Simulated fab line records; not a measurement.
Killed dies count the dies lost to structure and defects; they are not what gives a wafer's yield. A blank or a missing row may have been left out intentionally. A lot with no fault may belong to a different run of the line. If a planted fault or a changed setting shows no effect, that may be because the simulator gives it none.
Which tool did it? | flow sky130 | 72 wafers from 24 lots sampled at 6 of the route's 708 steps

## WHAT EACH GAUGE READ, for each wafer
SKY_LI_CONTACT_CD_MEAS_12 targets a cd of 170 nm.
lot  | measured     | on        | cd nm (nm)
L074 | day 29 07:28 | cd sem-02 | 171.3 170.3 169.4
L075 | day 29 14:48 | cd sem-02 | 170.3 170.4 170.3
L076 | day 29 22:07 | cd sem-02 | 168.4 168.2 168.4
L077 | day 30 01:56 | cd sem-01 | 171.0 170.5 171.1
L078 | day 30 17:49 | cd sem-02 | 169.1 168.6 169.7
L079 | day 31 06:14 | cd sem-02 | 168.4 169.0 169.7
L080 | day 31 17:19 | cd sem-01 | 170.0 169.9 169.2
L081 | day 32 01:45 | cd sem-02 | 169.3 168.0 169.2
L082 | day 32 10:03 | cd sem-02 | 170.4 171.2 171.2
L084 | day 32 23:52 | cd sem-02 | 166.7 167.5 167.4
L083 | day 33 01:38 | cd sem-02 | 172.5 171.2 170.5
L085 | day 33 06:49 | cd sem-02 | 169.0 168.8 168.0
L086 | day 33 11:03 | cd sem-02 | 168.7 167.2 169.8
L087 | day 33 12:38 | cd sem-02 | 170.3 170.1 171.1
L088 | day 33 16:52 | cd sem-01 | 170.7 169.4 170.9
L089 | day 34 09:00 | cd sem-01 | 170.0 169.9 169.1
L090 | day 34 14:04 | cd sem-01 | 171.4 170.9 171.6
L091 | day 34 20:43 | cd sem-02 | 171.7 171.1 168.8
L092 | day 35 04:31 | cd sem-02 | 169.3 170.3 169.3
L093 | day 35 06:20 | cd sem-02 | 168.6 169.2 168.3
L094 | day 35 11:40 | cd sem-02 | 168.5 168.0 169.0
L095 | day 36 01:52 | cd sem-02 | 169.1 169.1 170.0
L096 | day 36 03:26 | cd sem-01 | 170.3 172.4 170.4
L097 | day 36 12:16 | cd sem-02 | 171.8 172.5 173.0

SKY_LI_CONTACT_RS_MEAS_22: measures by four-point-probe.
lot  | measured     | on            | LI_CONTACT_W_RS (ohm/sq)
L074 | day 29 08:19 | film metro-03 | 0.280 0.279 0.278
L075 | day 29 15:38 | film metro-01 | 0.283 0.285 0.283
L076 | day 29 22:57 | film metro-01 | 0.280 0.277 0.278
L077 | day 30 02:47 | film metro-04 | 0.274 0.280 0.276
L078 | day 30 18:39 | film metro-03 | 0.277 0.288 0.279
L079 | day 31 07:05 | film metro-01 | 0.283 0.276 0.279
L080 | day 31 18:11 | film metro-01 | 0.281 0.286 0.288
L081 | day 32 02:38 | film metro-01 | 0.279 0.279 0.283
L082 | day 32 11:12 | film metro-04 | 0.281 0.290 0.290
L084 | day 33 00:42 | film metro-03 | 0.283 0.281 0.276
L083 | day 33 02:28 | film metro-04 | 0.280 0.279 0.287
L085 | day 33 07:39 | film metro-04 | 0.279 0.281 0.281
L086 | day 33 11:54 | film metro-04 | 0.287 0.280 0.281
L087 | day 33 13:29 | film metro-04 | 0.283 0.285 0.278
L088 | day 33 17:43 | film metro-04 | 0.283 0.281 0.283
L089 | day 34 09:51 | film metro-04 | 0.283 0.280 0.280
L090 | day 34 14:54 | film metro-01 | 0.279 0.276 0.278
L091 | day 34 21:33 | film metro-03 | 0.281 0.284 0.284
L092 | day 35 05:25 | film metro-04 | 0.282 0.282 0.284
L093 | day 35 07:11 | film metro-03 | 0.284 0.285 0.281
L094 | day 35 12:31 | film metro-04 | 0.286 0.289 0.287
L095 | day 36 02:42 | film metro-04 | 0.281 0.276 0.277
L096 | day 36 04:16 | film metro-04 | 0.285 0.279 0.282
L097 | day 36 13:06 | film metro-01 | 0.280 0.281 0.280

SKY_LOCAL_INTERCONNECT_RS_MEAS_01: measures by four-point-probe.
lot  | measured     | on            | LOCAL_INTERCONNECT_TIN_RS (ohm/sq)
L074 | day 29 08:52 | film metro-04 | 14.03 14.00 14.12
L075 | day 29 16:11 | film metro-03 | 14.34 13.71 14.08
L076 | day 29 23:29 | film metro-03 | 14.12 14.14 14.12
L077 | day 30 03:19 | film metro-04 | 13.97 13.79 13.88
L078 | day 30 19:11 | film metro-04 | 14.42 13.84 13.99
L079 | day 31 07:37 | film metro-03 | 14.27 13.75 14.06
L080 | day 31 18:44 | film metro-03 | 14.03 14.24 13.76
L081 | day 32 03:10 | film metro-02 | 14.36 14.45 13.96
L082 | day 32 11:44 | film metro-02 | 13.88 14.47 14.05
L084 | day 33 01:14 | film metro-04 | 14.13 13.93 13.90
L083 | day 33 03:01 | film metro-04 | 14.36 14.40 14.21
L085 | day 33 08:13 | film metro-04 | 14.09 14.09 14.26
L086 | day 33 12:26 | film metro-02 | 13.91 13.81 14.10
L087 | day 33 14:01 | film metro-02 | 14.17 13.96 14.15
L088 | day 33 18:20 | film metro-04 | 14.09 14.12 14.17
L089 | day 34 10:23 | film metro-04 | 14.33 14.05 14.28
L090 | day 34 15:26 | film metro-03 | 14.43 14.11 14.47
L091 | day 34 22:05 | film metro-04 | 14.01 13.85 13.96
L092 | day 35 05:58 | film metro-04 | 13.95 13.92 14.10
L093 | day 35 07:44 | film metro-02 | 13.88 14.10 13.69
L094 | day 35 13:04 | film metro-03 | 14.20 14.40 14.44
L095 | day 36 03:14 | film metro-04 | 13.96 14.39 14.16
L096 | day 36 04:49 | film metro-03 | 14.36 14.14 14.09
L097 | day 36 13:38 | film metro-03 | 14.11 13.90 13.80

SKY_METAL1_OVL_MEAS_16.
lot  | measured     | on         | METAL1_OVL (nm)
L074 | day 32 22:43 | overlay-02 | -1 8 1
L075 | day 33 05:22 | overlay-02 | -6 -2 1
L076 | day 33 12:58 | overlay-02 | 0 1 1
L077 | day 33 16:31 | overlay-02 | 0 7 0
L078 | day 34 06:29 | overlay-02 | 7 5 7
L079 | day 34 19:35 | overlay-02 | 6 10 9
L080 | day 35 06:04 | overlay-01 | 10 4 5
L081 | day 35 13:50 | overlay-01 | 3 1 0
L082 | day 35 22:40 | overlay-01 | 3 5 5
L084 | day 36 11:44 | overlay-01 | 5 5 5
L083 | day 36 13:02 | overlay-02 | 9 9 12
L085 | day 36 19:28 | overlay-01 | 7 6 0
L086 | day 36 23:31 | overlay-02 | 5 9 9
L087 | day 37 00:13 | overlay-01 | -3 -11 -5
L088 | day 37 05:01 | overlay-02 | 4 0 6
L089 | day 37 20:47 | overlay-02 | -4 4 -6
L090 | day 38 01:47 | overlay-01 | -2 1 3
L091 | day 38 07:40 | overlay-02 | -9 1 -3
L092 | day 38 14:24 | overlay-02 | 2 1 0
L093 | day 38 16:40 | overlay-02 | 1 1 -5
L094 | day 38 20:58 | overlay-01 | -1 -2 3
L095 | day 39 11:47 | overlay-01 | -1 -3 1
L096 | day 39 12:08 | overlay-02 | 6 5 5
L097 | day 39 21:38 | overlay-01 | 1 -3 -6

## TOOL THAT RAN EACH LOT (tool first, then ch and the chambers of the sampled wafers, then the start)
lot  | SKY_POLY_CUT_ETCH_11               | SKY_LI_CONTACT_SPUTTER_20
L074 | rie diel-03 ch 0,2, day 24 11:18   | pvd sputter-04, day 29 08:07
L075 | rie diel-01 ch 0,3, day 24 18:07   | pvd sputter-04, day 29 15:28
L076 | rie diel-02 ch 0,2,3, day 25 02:28 | pvd sputter-04, day 29 22:46
L077 | rie diel-03 ch 1,2,3, day 25 05:58 | pvd sputter-04, day 30 02:35
L078 | rie diel-03 ch 1,2,3, day 25 22:14 | pvd sputter-03, day 30 18:26
L079 | rie diel-03 ch 0,1,2, day 26 10:41 | pvd sputter-03, day 31 06:53
L080 | rie diel-03 ch 0,1,2, day 26 22:49 | pvd sputter-01, day 31 18:00
L081 | rie diel-01 ch 1,2,3, day 27 08:50 | pvd sputter-01, day 32 02:26
L082 | rie diel-02 ch 0,2, day 27 14:50   | pvd sputter-03, day 32 10:53
L084 | rie diel-03 ch 0,3, day 28 07:11   | pvd sputter-03, day 33 00:29
L083 | rie diel-02 ch 1,2, day 28 09:20   | pvd sputter-04, day 33 02:16
L085 | rie diel-01 ch 1,3, day 28 14:55   | pvd sputter-01, day 33 07:26
L086 | rie diel-02 ch 0,2,3, day 28 18:49 | pvd sputter-03, day 33 11:43
L087 | rie diel-01 ch 1,2, day 28 20:36   | pvd sputter-01, day 33 13:17
L088 | rie diel-02 ch 1,2,3, day 29 02:39 | pvd sputter-04, day 33 17:32
L089 | rie diel-03 ch 1,2,3, day 29 18:28 | pvd sputter-03, day 34 09:40
L090 | rie diel-03 ch 0,1,3, day 30 00:51 | pvd sputter-01, day 34 14:41
L091 | rie diel-03 ch 0,2, day 30 07:03   | pvd sputter-03, day 34 21:22
L092 | rie diel-03 ch 1,2, day 30 16:03   | pvd sputter-01, day 35 05:10
L093 | rie diel-02 ch 0,1, day 30 18:06   | pvd sputter-01, day 35 06:58
L094 | rie diel-02 ch 1,2, day 31 00:09   | pvd sputter-04, day 35 12:20
L095 | rie diel-03 ch 1,2,3, day 31 12:32 | pvd sputter-01, day 36 02:31
L096 | rie diel-01 ch 0,1,2, day 31 16:00 | pvd sputter-04, day 36 04:04
L097 | rie diel-02 ch 1,3, day 32 00:32   | pvd sputter-04, day 36 12:55
- SKY_POLY_CUT_ETCH_11: etches Si3N4 in CF4/CH2F2/Ar, stops on poly-Si, time 42.5 s, target depth 60 nm.
- SKY_LI_CONTACT_SPUTTER_20: material TiN, target thk 20 nm, time 80 s.

## WHAT THE TOOLS THEMSELVES READ (means of the sampled wafers that have a number; where no wafer has one, the mark that the record gives instead)
SKY_POLY_CUT_ETCH_11.
lot  | tool        | drypump motor current A (A) | oes product au (a.u.) | throttle valve pct (%)
L074 | rie diel-03 | 5.8                         | 0.834                 | 14.994
L075 | rie diel-01 | 5.8                         | 0.830                 | 14.998
L076 | rie diel-02 | 5.9                         | 0.821                 | 14.988
L077 | rie diel-03 | 5.9                         | 0.820                 | 14.987
L078 | rie diel-03 | 5.9                         | 0.827                 | 14.984
L079 | rie diel-03 | 5.8                         | 0.823                 | 14.997
L080 | rie diel-03 | 5.8                         | 0.824                 | 14.997
L081 | rie diel-01 | 6.1                         | 0.839                 | 15.000
L082 | rie diel-02 | 5.7                         | 0.820                 | 14.997
L084 | rie diel-03 | 5.7                         | 0.823                 | 15.002
L083 | rie diel-02 | 5.5                         | 0.821                 | 14.981
L085 | rie diel-01 | 6.2                         | 0.828                 | 14.996
L086 | rie diel-02 | 5.9                         | 0.821                 | 14.998
L087 | rie diel-01 | 6.1                         | 0.827                 | 15.000
L088 | rie diel-02 | 5.9                         | 0.833                 | 14.985
L089 | rie diel-03 | 5.9                         | 0.831                 | 15.000
L090 | rie diel-03 | 5.7                         | 0.836                 | 14.993
L091 | rie diel-03 | 5.8                         | 0.835                 | 14.997
L092 | rie diel-03 | 5.8                         | 0.820                 | 15.002
L093 | rie diel-02 | 5.7                         | 0.838                 | 14.999
L094 | rie diel-02 | 5.5                         | 0.828                 | 15.009
L095 | rie diel-03 | 5.9                         | 0.821                 | 14.983
L096 | rie diel-01 | 5.8                         | 0.823                 | 14.997
L097 | rie diel-02 | 6.3                         | 0.829                 | 15.000

SKY_LI_CONTACT_SPUTTER_20.
lot  | tool           | throttle valve pct (%)
L074 | pvd sputter-04 | 29.9
L075 | pvd sputter-04 | 29.8
L076 | pvd sputter-04 | 29.0
L077 | pvd sputter-04 | 29.8
L078 | pvd sputter-03 | 30.9
L079 | pvd sputter-03 | 30.7
L080 | pvd sputter-01 | 30.4
L081 | pvd sputter-01 | 30.4
L082 | pvd sputter-03 | 31.4
L084 | pvd sputter-03 | 31.5
L083 | pvd sputter-04 | 28.7
L085 | pvd sputter-01 | 30.4
L086 | pvd sputter-03 | 30.5
L087 | pvd sputter-01 | 30.9
L088 | pvd sputter-04 | 29.8
L089 | pvd sputter-03 | 30.7
L090 | pvd sputter-01 | 30.4
L091 | pvd sputter-03 | 30.9
L092 | pvd sputter-01 | 30.2
L093 | pvd sputter-01 | 30.4
L094 | pvd sputter-04 | 29.0
L095 | pvd sputter-01 | 30.6
L096 | pvd sputter-04 | 29.6
L097 | pvd sputter-04 | 29.1

## THE ANSWER, worked out from the rows above alone
Rule: the usual values come from the lots themselves. Put in order of their means at a reading, lots are off if they are a third of the lots or fewer, leave a main group of 4 or more, and stand apart from it by a gap of 3 or more times the standard deviation of the main group's means; of several such gaps the widest counts. The tables above print the reading to a certain number of digits; a main group whose means all agree to those digits is not used. Also off: a lot with no number at a reading for which 4 or more lots have one. Where the step has rows for the other lots, those lots are counted as sound. The gauges are gone through in route order, then the tools' own readings, and for those a lot's mean is taken as printed above. The first step at which some lot is off is used, and at that step the reading that is off furthest; a lot without a number counts as furthest.
None of the lots is off at any reading shown; this tells nothing.

## WHAT HAD BEEN PUT IN BY THE SIMULATOR
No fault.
